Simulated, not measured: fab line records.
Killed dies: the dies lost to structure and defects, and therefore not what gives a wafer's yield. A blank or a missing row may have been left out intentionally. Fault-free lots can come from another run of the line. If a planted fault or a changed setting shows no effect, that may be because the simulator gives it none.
Comparing a struck lot with a sound one / flow sky130 / 17 out of 708 route steps
Sound: wafers L201.2, L201.3, L201.5. Wafers L211.2, L211.3, L211.4 were the ones struck. At the end, the cause is stated.
Order at every step that has rows: each side's tool, ch and its chambers, its first start. Under that, the readings that differ: sound wafers / struck wafers / difference of the means / sigmas: that difference in standard deviations of wafers without a fault.
alike: words and numbers the same on both sides, and readings whose means are apart by under 2 such deviations; not compared: readings that were withheld, readings missing a value for some wafer, numbers with overlapping values and no deviation given by the record, and bounds like >300 which may hide the same value.
The two part at a step that has a row with sigmas, a row that says differs or no value, or rows on one side only. When numbers do not overlap yet have no deviation, they are printed without sigmas and do not part them. Lack of a reading on every wafer of one side parts them only where that side has two or more wafers.

first, 1 step without rows for these wafers: SKY_VT_ADJUST_NCORE_IMPLANT_09.
SKY_VT_ADJUST_NCORE_STRIP_10: strips in O2/N2.
  sound on plasma asher-04 ch 0,1, day 9 22:41; struck on plasma asher-04 ch 0,1, day 12 20:13
  alike: drypump motor current A, n2 flow sccm, oes product au, strip time to endpoint s
  not compared: rf hours counter h
SKY_VT_ADJUST_NCORE_TW_MEAS_11:
  sound on film metro-02, day 9 22:47; struck on film metro-02, day 12 20:19
  alike: VT_ADJUST_NCORE_TW
then, 7 steps without rows for these wafers: SKY_VT_ADJUST_HVTR_DEHYDRATE_00 (time 60 s); SKY_VT_ADJUST_HVTR_HMDS_01 (prime time 60 s); SKY_VT_ADJUST_HVTR_COAT_02 (resist thk 1140 nm); SKY_VT_ADJUST_HVTR_SOFTBAKE_03 (time 60 s); SKY_VT_ADJUST_HVTR_EXPOSE_04 (exposes mask HVTRM, target cd 380 nm); SKY_VT_ADJUST_HVTR_PEB_05; SKY_VT_ADJUST_HVTR_DEVELOP_06 (develop time 60 s).
SKY_VT_ADJUST_HVTR_CD_MEAS_07: target cd 380 nm.
  sound on cd sem-01, day 10 21:30; struck on cd sem-02, day 13 21:32
  alike: cd nm
SKY_VT_ADJUST_HVTR_OVL_MEAS_08:
  sound on overlay-01, day 10 21:37; struck on overlay-01, day 13 21:38
  alike: VT_ADJUST_HVTR_OVL
SKY_VT_ADJUST_HVTR_IMPLANT_09:
  sound on implanter-03 ch 0, day 10 21:40; struck on implanter-04 ch 0, day 13 21:41
reading=beam on s (s); sound=9.94 9.85 9.69; struck=12.08 11.82 12.01; difference=+2.14; sigmas=+11
reading=end station pressure torr (Torr); sound=4.91e-06 4.76e-06 5.22e-06; struck=9.867e-05 9.812e-05 8.804e-05; difference=+8.998e-05; sigmas=+99 or more
reading=faraday current uA; sound=11.95 11.98 12.22; struck=9.87 10.03 9.85; difference=-2.13; sigmas=-9
SKY_VT_ADJUST_HVTR_STRIP_10: strips in O2/N2.
  sound on plasma asher-03 ch 0,1, day 10 21:47; struck on plasma asher-03 ch 0,1, day 13 21:49
  alike: drypump motor current A, n2 flow sccm, oes product au, strip time to endpoint s
  not compared: rf hours counter h
SKY_VT_ADJUST_HVTR_TW_MEAS_11:
  sound on film metro-04, day 10 21:54; struck on film metro-01, day 13 21:55
reading=VT_ADJUST_HVTR_TW; sound=209.5 210.9 211.1; struck=221.4 220.9 221.2; difference=+10.7; sigmas=+11
then, 1 step without rows for these wafers: SKY_VT_ADJUST_PCH_DEHYDRATE_00 (time 60 s).
-- a jump in the record: the struck wafers' starts before and after are 36 days apart (it breaks off in module VT_ADJUST_PCH and resumes in module PAD_OPEN, where the first step shown is number 708 of the route) --
SKY_PAD_OPEN_PROBE_99:
  sound on prober-02, day 47 01:07; struck on prober-02, day 49 11:35
reading=model.etest.pfet_01v8_mvt.drive ua um; sound=151.7 152.5 152.1; struck=160.8 159.4 160.1; difference=+8.0; sigmas=
reading=model.etest.pfet_01v8_mvt.off log10 a um; sound=-10.65 -10.73 -10.63; struck=-9.622 -9.655 -9.723; difference=+1.003; sigmas=
reading=model.etest.pfet_01v8_mvt.vt sat v (V); sound=-0.5651 -0.5648 -0.5611; struck=-0.4859 -0.481 -0.4877; difference=+0.0788; sigmas=
reading=model.etest.pfet_01v8_mvt.vt v (V); sound=-0.6512 -0.6519 -0.649; struck=-0.5815 -0.5781 -0.5838; difference=+0.0696; sigmas=
reading=model.etest.pfet_01v8_mvt.vt long v (V); sound=-0.8535 -0.8592 -0.8591; struck=-0.8012 -0.8019 -0.8075; difference=+0.0537; sigmas=
  alike: killed_at_M0_to_M3, killed_at_M4_up, killed at contacts, killed at front end, killed at other, killed dies, killed open, killed short

## WHERE THEY PART
At SKY_VT_ADJUST_HVTR_IMPLANT_09 first; at SKY_VT_ADJUST_HVTR_TW_MEAS_11 last (within this record only). Later steps at which nothing parts them and some readings are alike: SKY_PAD_OPEN_PROBE_99.

WHY: whatever the simulator had introduced
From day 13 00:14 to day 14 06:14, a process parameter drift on implanter-04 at SKY_VT_ADJUST_HVTR_IMPLANT_09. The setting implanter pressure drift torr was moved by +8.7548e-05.
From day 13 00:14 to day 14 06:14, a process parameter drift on implanter-04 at SKY_VT_ADJUST_HVTR_IMPLANT_09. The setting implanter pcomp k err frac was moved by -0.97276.
